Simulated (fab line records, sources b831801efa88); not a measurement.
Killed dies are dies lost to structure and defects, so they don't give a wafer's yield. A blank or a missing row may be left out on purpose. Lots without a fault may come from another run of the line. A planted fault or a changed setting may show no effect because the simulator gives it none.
One fault seen from 2 desks | flow sky130 | each desk has only its own numbers; what lay behind them comes last

THE METROLOGY DESK
What the gauges read, lot by lot, whatever tool the lot ran on: means of the sampled wafers that have a number. A lot is out of limits, marked OUT, if its mean lies more than 4 standard deviations from the usual mean; the brackets give that distance.
Columns: A = VT_ADJUST_NCORE_OVL at SKY_VT_ADJUST_NCORE_OVL_MEAS_08, usual 0.3 nm; B = GATE_OXIDE_OXIDATION_00_THK at SKY_GATE_OXIDE_THK_MEAS_02, usual 10.23 nm; C = GATE_OXIDE_TW at SKY_GATE_OXIDE_TW_MEAS_14, usual 222.3; D = cd_nm at SKY_POLY_GATE_CD_MEAS_22, usual 151.1 nm
lot  | first seen here | A    | B     | C                       | D
L920 | day 8 20:17     | 0.4  | 10.23 | 222.4                   | 154.9
L921 | day 9 00:44     | 0.3  | 10.46 | 223.6                   | 150.7
L922 | day 9 14:41     | 1.8  | 10.18 | 221.6                   | 150.9
L925 | day 10 11:52    | -0.4 | 10.39 | 222.2                   | 151.8
L928 | day 11 07:24    | 0.2  | 10.23 | 219.9                   | 149.1
L929 | day 11 17:12    | 1.3  | 10.27 | 221.0                   | 152.1
L931 | day 12 03:05    | 0.3  | 10.54 | 220.7                   | 150.8
L933 | day 12 18:20    | 1.9  | 9.97  | 223.7                   | 151.8
L935 | day 13 06:59    | 1.3  | 9.82  | 377.6 (+99 or more) OUT | 152.9
L937 | day 13 23:23    | 0.5  | 10.28 | 378.7 (+99 or more) OUT | 149.1
L940 | day 14 15:38    | 0.0  | 9.88  | 222.8                   | 151.3
L941 | day 15 01:08    | 0.3  | 10.44 | 222.6                   | 148.4
L942 | day 15 09:59    | -0.7 | 10.36 | 223.3                   | 153.4
This desk's finding: out of limits on L935, L937; first on L935, day 19 08:29 (GATE_OXIDE_TW at SKY_GATE_OXIDE_TW_MEAS_14). In limits: L920, L921, L922, L925, L928, L929, L931, L933, L940, L941, L942.

THE TOOL OWNER'S DESK: implanter-04
The tool's own readings at SKY_GATE_OXIDE_IMPLANT_11: means of the sampled wafers that have a number, for each lot that ran on this tool. A lot is out of limits, marked OUT, if its mean lies more than 4 standard deviations from the usual mean; the brackets give that distance.
Columns: A = dose_ions_cm2 at SKY_GATE_OXIDE_IMPLANT_11, usual 2.6007e+12; B = end_station_pressure_torr at SKY_GATE_OXIDE_IMPLANT_11, usual 5e-06 Torr; C = faraday_current_uA at SKY_GATE_OXIDE_IMPLANT_11, usual 14.63
lot  | first seen here | A                            | B     | C
L922 | day 15 22:13    | 2.6012e+12                   | 5e-06 | 14.89
L933 | day 18 22:55    | 2.6017e+12                   | 5e-06 | 14.55
L935 | day 19 08:08    | 1.5676e+13 (+99 or more) OUT | 5e-06 | 87.37 (+99 or more) OUT
L937 | day 20 03:22    | 1.5677e+13 (+99 or more) OUT | 5e-06 | 88.89 (+99 or more) OUT
This desk's finding: out of limits on L935, L937; first on L935, day 19 08:08 (dose_ions_cm2 at SKY_GATE_OXIDE_IMPLANT_11). In limits: L922, L933.

PUT TOGETHER
The tool owner's desk could have raised an alarm at day 19 08:08, on L935, L937.
The metrology desk could have raised an alarm at day 19 08:29, on L935, L937.
Of the lots named, all ran SKY_GATE_OXIDE_IMPLANT_11 on implanter-04.

WHAT THE SIMULATOR HAD PUT IN
Process parameter drift: implanter-04, from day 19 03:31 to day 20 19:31, at SKY_GATE_OXIDE_IMPLANT_11. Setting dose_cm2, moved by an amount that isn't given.
Lots struck among those shown: L935, L937.
Hours from the fault's start to each desk's first reading out of limits: the tool owner's desk, 5; the metrology desk, 5.
